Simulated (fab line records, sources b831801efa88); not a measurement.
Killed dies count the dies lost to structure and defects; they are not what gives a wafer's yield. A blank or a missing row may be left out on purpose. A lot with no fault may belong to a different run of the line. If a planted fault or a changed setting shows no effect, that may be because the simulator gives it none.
Which tool is to blame? + flow sky130 + 42 wafers from 14 lots sampled at 3 of the route's 708 steps

## WHAT EACH GAUGE READ, for each wafer
SKY_DNWELL_TW_MEAS_09. Usual: DNWELL_TW gives 1106 (standard deviation 11).
| lot  | measured    | on           | DNWELL_TW      | flag |
|------|-------------|--------------|----------------|------|
| L600 | day 3 11:45 | filmMetro-04 | 1101 1102 1100 |      |
| L601 | day 3 16:02 | filmMetro-02 | 1120 1119 1120 |      |
| L604 | day 4 13:56 | filmMetro-04 | 1106 1098 1096 |      |
| L605 | day 4 18:57 | filmMetro-02 | 1121 1123 1128 |      |
| L606 | day 4 19:05 | filmMetro-01 | 1094 1098 1089 |      |
| L607 | day 4 23:26 | filmMetro-04 | 1098 1109 1097 |      |
| L608 | day 5 04:20 | filmMetro-04 | 1093 1099 1098 |      |
| L611 | day 6 00:28 | filmMetro-02 | 1120 1122 1115 |      |
| L612 | day 6 03:18 | filmMetro-04 | 1101 1103 1102 |      |
| L615 | day 6 16:18 | filmMetro-04 | 1106 1109 1113 |      |
| L617 | day 7 11:03 | filmMetro-04 | 1102 1102 1099 |      |
| L620 | day 8 02:07 | filmMetro-04 | 1110 1111 1113 |      |
| L621 | day 8 07:05 | filmMetro-02 | 1108 1109 1110 |      |
| L622 | day 8 10:06 | filmMetro-01 | 1099 1097 1101 |      |

SKY_VT_ADJUST_HVTP_OVL_MEAS_08. Usual: VT_ADJUST_HVTP_OVL gives -0.3 nm (standard deviation 1.3).
| lot  | measured     | on         | VT_ADJUST_HVTP_OVL (nm) | flag |
|------|--------------|------------|-------------------------|------|
| L600 | day 6 11:16  | overlay-02 | -0.5 1.7 1.1            |      |
| L601 | day 6 15:14  | overlay-01 | 0.4 -0.6 -1.6           |      |
| L604 | day 7 18:14  | overlay-01 | -0.9 -2.5 -3.5          |      |
| L605 | day 7 21:46  | overlay-01 | -1.4 -0.3 -1.9          |      |
| L606 | day 8 04:56  | overlay-02 | 0.3 0.3 -0.3            |      |
| L607 | day 8 03:32  | overlay-02 | -1.3 -0.4 -2.4          |      |
| L608 | day 8 09:31  | overlay-02 | -1.7 0.0 -0.1           |      |
| L611 | day 9 09:14  | overlay-01 | -1.6 -0.8 0.0           |      |
| L612 | day 9 11:12  | overlay-01 | 0.5 1.4 1.0             |      |
| L615 | day 10 03:40 | overlay-02 | 0.2 -1.2 1.1            |      |
| L617 | day 11 01:58 | overlay-01 | 0.1 0.9 -0.1            |      |
| L620 | day 11 19:46 | overlay-02 | 1.0 1.2 -0.1            |      |
| L621 | day 12 02:17 | overlay-02 | 0.3 -1.1 -2.8           |      |
| L622 | day 12 05:10 | overlay-02 | -0.1 1.6 1.1            |      |

SKY_VT_ADJUST_NCORE_CD_MEAS_07 targets a cd of 380 nm. Usual: cdNm reads 379.3 nm (standard deviation 2).
| lot  | measured     | on       | cdNm (nm)         | flag |
|------|--------------|----------|-------------------|------|
| L600 | day 8 23:14  | cdSem-02 | 380.8 379.5 380.3 |      |
| L601 | day 9 03:09  | cdSem-02 | 379.3 381.5 378.7 |      |
| L604 | day 10 11:07 | cdSem-01 | 378.7 378.1 381.2 |      |
| L605 | day 10 15:08 | cdSem-01 | 377.7 377.8 375.4 |      |
| L606 | day 10 23:27 | cdSem-01 | 378.8 378.6 379.6 |      |
| L607 | day 10 21:22 | cdSem-02 | 375.4 376.2 376.0 |      |
| L608 | day 11 04:14 | cdSem-02 | 375.9 373.4 376.5 |      |
| L611 | day 12 06:32 | cdSem-01 | 380.0 382.3 382.0 |      |
| L612 | day 12 08:48 | cdSem-01 | 380.2 383.8 381.7 |      |
| L615 | day 13 02:56 | cdSem-02 | 380.5 380.7 380.9 |      |
| L617 | day 14 01:59 | cdSem-01 | 379.0 380.6 379.4 |      |
| L620 | day 14 21:11 | cdSem-01 | 378.7 382.2 377.6 |      |
| L621 | day 15 04:46 | cdSem-02 | 379.0 380.1 379.9 |      |
| L622 | day 15 07:57 | cdSem-01 | 379.7 378.4 378.9 |      |

## WHAT TOOL EACH LOT RAN ON (gives the tool, then ch and the chambers of the sampled wafers, and finally the start)
The record holds no process step before these readings.

## AS READ BY THE TOOLS THEMSELVES (means over the sampled wafers that have a number; for cases with no such wafer, the mark the record gives instead)
The record holds no such reading with a usual standard deviation.

## THE ANSWER, worked out from the rows above alone
Rule: a lot is off if the mean of its wafers that have a number lies more than 3 standard deviations from the usual mean. Also off: a lot with no number at a reading for which 4 or more lots have one. Where the step has rows for the other lots, those lots are counted as sound. Order of review: gauges by route order, followed by the tools' own readings, for which a lot's mean as printed above is used. At the first step where some lot is off, the reading lying furthest off is the one used; lots without a number count as furthest.
Nothing can be told from this: no lot is off at any reading shown.

## WHAT HAD BEEN PUT IN BY THE SIMULATOR
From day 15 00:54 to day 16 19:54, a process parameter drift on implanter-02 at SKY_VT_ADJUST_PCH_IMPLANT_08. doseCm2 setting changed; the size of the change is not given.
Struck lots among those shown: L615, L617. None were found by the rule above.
